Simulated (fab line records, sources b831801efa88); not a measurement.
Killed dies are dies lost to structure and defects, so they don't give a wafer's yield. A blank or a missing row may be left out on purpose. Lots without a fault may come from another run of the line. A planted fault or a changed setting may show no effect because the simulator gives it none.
Which tool did it? | flow sky130 | 12 lots, 33 wafers sampled, at 3 steps of a route of 708

WHAT THE GAUGES READ, wafer by wafer
SKY_METAL1_OVL_MEAS_16. Usual: METAL1_OVL 4 nm, standard deviation 5.
lot  | measured     | on         | METAL1_OVL (nm) | flag
L792 | day 33 22:16 | overlay-02 | 10 12 8         |
L793 | day 34 02:54 | overlay-01 | 4 1 4           |
L794 | day 34 05:33 | overlay-02 | 18 8 9          |
L795 | day 34 16:22 | overlay-02 | 6 8 4           |
L799 | day 35 14:09 | overlay-02 | 6 4 2           |
L800 | day 35 18:48 | overlay-02 | 11 2 11         |
L806 | day 37 18:15 | overlay-02 | 5 2             |
L808 | day 38 06:53 | overlay-02 | 5 -2            |
L809 | day 38 10:31 | overlay-01 | 2 2             |
L810 | day 38 23:40 | overlay-01 | 4 7 5           |
L812 | day 39 07:26 | overlay-02 | -2 7 -1         |
L813 | day 39 11:05 | overlay-02 | 3 7 -1          |

SKY_METAL2_CD_MEAS_15: target cd 140 nm. Usual: cd_nm 140.0 nm, standard deviation 1.4.
lot  | measured     | on        | cd_nm (nm)        | flag
L792 | day 36 06:12 | cd_sem-01 | 140.0 140.5 139.3 |
L793 | day 36 10:54 | cd_sem-02 | 140.3 140.8 141.6 |
L794 | day 36 13:37 | cd_sem-02 | 140.5 141.9 140.8 |
L795 | day 36 23:22 | cd_sem-02 | 138.7 139.5 140.3 |
L799 | day 37 22:15 | cd_sem-01 | 138.3 137.6 137.8 |
L800 | day 38 01:14 | cd_sem-01 | 142.1 142.7 140.9 |
L806 | day 39 22:53 | cd_sem-02 | 140.8 141.5       |
L808 | day 40 12:41 | cd_sem-01 | 140.1 140.5       |
L809 | day 40 14:40 | cd_sem-02 | 138.9 139.5       |
L810 | day 41 04:07 | cd_sem-01 | 140.1 137.8 138.1 |
L812 | day 41 10:34 | cd_sem-01 | 142.4 142.2 142.7 |
L813 | day 41 14:33 | cd_sem-02 | 138.7 139.7 138.6 |

WHICH TOOL RAN EACH LOT (tool, then ch and the chambers of the sampled wafers, then the start)
lot  | SKY_CONTACT_SPUTTER_23
L792 | pvd_sputter-01, day 32 18:23
L793 | pvd_sputter-02, day 32 22:51
L794 | pvd_sputter-02, day 33 02:01
L795 | pvd_sputter-03, day 33 12:38
L799 | pvd_sputter-03, day 34 10:25
L800 | pvd_sputter-01, day 34 15:41
L806 | pvd_sputter-03, day 36 16:02
L808 | pvd_sputter-01, day 37 05:59
L809 | pvd_sputter-03, day 37 08:27
L810 | pvd_sputter-03, day 37 21:18
L812 | pvd_sputter-03, day 38 05:48
L813 | pvd_sputter-03, day 38 08:16
- SKY_CONTACT_SPUTTER_23: material TiN, target thk 20 nm, time 80 s.

WHAT THE TOOLS THEMSELVES READ (means of the sampled wafers that have a number; where no wafer has one, the mark that the record gives instead)
SKY_CONTACT_SPUTTER_23. Usual: cathode_dc_power_W 4000.0 W, standard deviation 0.74; throttle_valve_pct 29.3 %, standard deviation 0.95.
lot  | tool           | cathode_dc_power_W (W) | throttle_valve_pct (%) | flag
L792 | pvd_sputter-01 | 4000.4                 | 29.7                   |
L793 | pvd_sputter-02 | 4000.8                 | 29.9                   |
L794 | pvd_sputter-02 | 3999.6                 | 29.7                   |
L795 | pvd_sputter-03 | 4000.4                 | 29.3                   |
L799 | pvd_sputter-03 | 3999.4                 | 29.2                   |
L800 | pvd_sputter-01 | 4000.2                 | 30.4                   |
L806 | pvd_sputter-03 | 4000.0                 | 29.4                   |
L808 | pvd_sputter-01 | 3999.1                 | 29.3                   |
L809 | pvd_sputter-03 | 4000.1                 | 29.3                   |
L810 | pvd_sputter-03 | 3999.9                 | 28.7                   |
L812 | pvd_sputter-03 | 4000.2                 | 29.4                   |
L813 | pvd_sputter-03 | 4000.7                 | 29.4                   |

THE ANSWER, worked out from the rows above alone
Rule: a lot is off if the mean of its wafers that have a number lies more than 3 standard deviations from the usual mean. A lot without any number at a reading at which 4 lots or more have one is off too. The other lots that the step has rows for count as sound. The gauges are gone through in route order, then the tools' own readings, and for those a lot's mean is taken as printed above. The first step at which some lot is off is used, and at that step the reading that is off furthest; a lot without a number counts as furthest.
No lot is off at any reading shown: from this, nothing can be told.

WHAT THE SIMULATOR HAD PUT IN
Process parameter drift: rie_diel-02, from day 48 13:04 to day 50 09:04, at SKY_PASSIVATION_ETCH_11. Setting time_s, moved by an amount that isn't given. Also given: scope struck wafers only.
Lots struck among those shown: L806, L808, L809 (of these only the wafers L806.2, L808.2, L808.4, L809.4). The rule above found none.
